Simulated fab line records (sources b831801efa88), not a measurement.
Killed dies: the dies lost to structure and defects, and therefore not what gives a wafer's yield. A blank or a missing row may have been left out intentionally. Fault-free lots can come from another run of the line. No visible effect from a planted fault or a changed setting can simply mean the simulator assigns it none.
2 desks, one fault	flow gf180mcu	each desk has only its own numbers; what lay behind them comes last

FROM THE METROLOGY DESK
What the gauges read for every lot (on any tool): the sampled wafers with a number, averaged. If a lot's mean is further than 4 standard deviations from the usual mean, the lot is out of limits and carries the mark OUT (the distance appears in the brackets).
Columns: A = STI_OXIDATION_02_THK at GF_STI_THK_MEAS_30, usual 10.04 nm; B = MVSD_TW at GF_MVSD_TW_MEAS_11, usual 1580; C = VT_IMPLANT_TW at GF_VT_IMPLANT_TW_MEAS_10, usual 568
lot	first seen here	A	B	C
L777	day 2 05:29	9.87	1557	568
L778	day 2 10:44	9.99	1603	571
L779	day 2 14:46	9.90	1597	567
L780	day 2 21:36	9.72	1592	563
L781	day 3 02:52	10.01	1555	563
L786	day 4 06:01	15.88 (+27) OUT	1579	567
L787	day 4 09:40	16.11 (+28) OUT	1584	566
L791	day 5 07:34	10.22	1592	569
L793	day 5 18:32	10.48	1598	571
This desk's result: L786, L787 out of limits, first on L786 (STI_OXIDATION_02_THK at GF_STI_THK_MEAS_30), day 4 06:01. L777, L778, L779, L780, L781, L791, L793: within limits.

TOOL OWNER'S DESK, furnace-02
The tool's own readings at GF_STI_OXIDATION_29 (stabilise 600 s, purge 300 s, target thk 10 nm): means of the sampled wafers that have a number, for each lot that ran on this tool. If a lot's mean is further than 4 standard deviations from the usual mean, the lot is out of limits and carries the mark OUT (the distance appears in the brackets).
Columns: A = spike tc bottom C at GF_STI_OXIDATION_29, usual 919.0 C; B = spike tc centre C at GF_STI_OXIDATION_29, usual 901.2 C; C = spike tc lower C at GF_STI_OXIDATION_29, usual 900.6 C; D = spike tc top C at GF_STI_OXIDATION_29, usual 916.2 C; E = spike tc upper C at GF_STI_OXIDATION_29, usual 899.7 C; F = zone power centre pct at GF_STI_OXIDATION_29, usual 18.2 %; G = zone power upper pct at GF_STI_OXIDATION_29, usual 16.12 %
lot	first seen here	A	B	C	D	E	F	G
L777	day 2 04:04	919.3	901.4	900.8	918.0	899.9	19.2	16.02
L779	day 2 13:22	918.5	900.3	900.7	917.6	900.3	18.9	16.01
L780	day 2 20:13	919.4	901.0	901.7	918.1	900.5	19.1	15.86
L786	day 4 04:38	963.8 (+45) OUT	946.1 (+46) OUT	945.6 (+45) OUT	961.9 (+19) OUT	944.3 (+37) OUT	21.1	17.82 (+5.9) OUT
L787	day 4 08:14	964.3 (+45) OUT	945.7 (+46) OUT	945.4 (+45) OUT	961.8 (+19) OUT	944.7 (+37) OUT	21.2	17.79 (+5.8) OUT
Finding of this desk: L786, L787 out of limits; the first was L786 at day 4 04:38, on spike tc bottom C at GF_STI_OXIDATION_29. L777, L779, L780: within limits.

TAKEN TOGETHER
An alarm could have come from the tool owner's desk at day 4 04:38, on L786, L787.
L786, L787 would have let the metrology desk raise an alarm at day 4 06:01.
All the named lots went through GF_STI_OXIDATION_29 on furnace-02.

WHAT THE SIMULATOR PUT IN
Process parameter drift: furnace-02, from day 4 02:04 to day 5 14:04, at GF_STI_OXIDATION_29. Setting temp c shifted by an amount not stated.
Shown lots that were struck: L786, L787.
Hours from the fault's start to each desk's first reading out of limits: the tool owner's desk, 3; the metrology desk, 4.
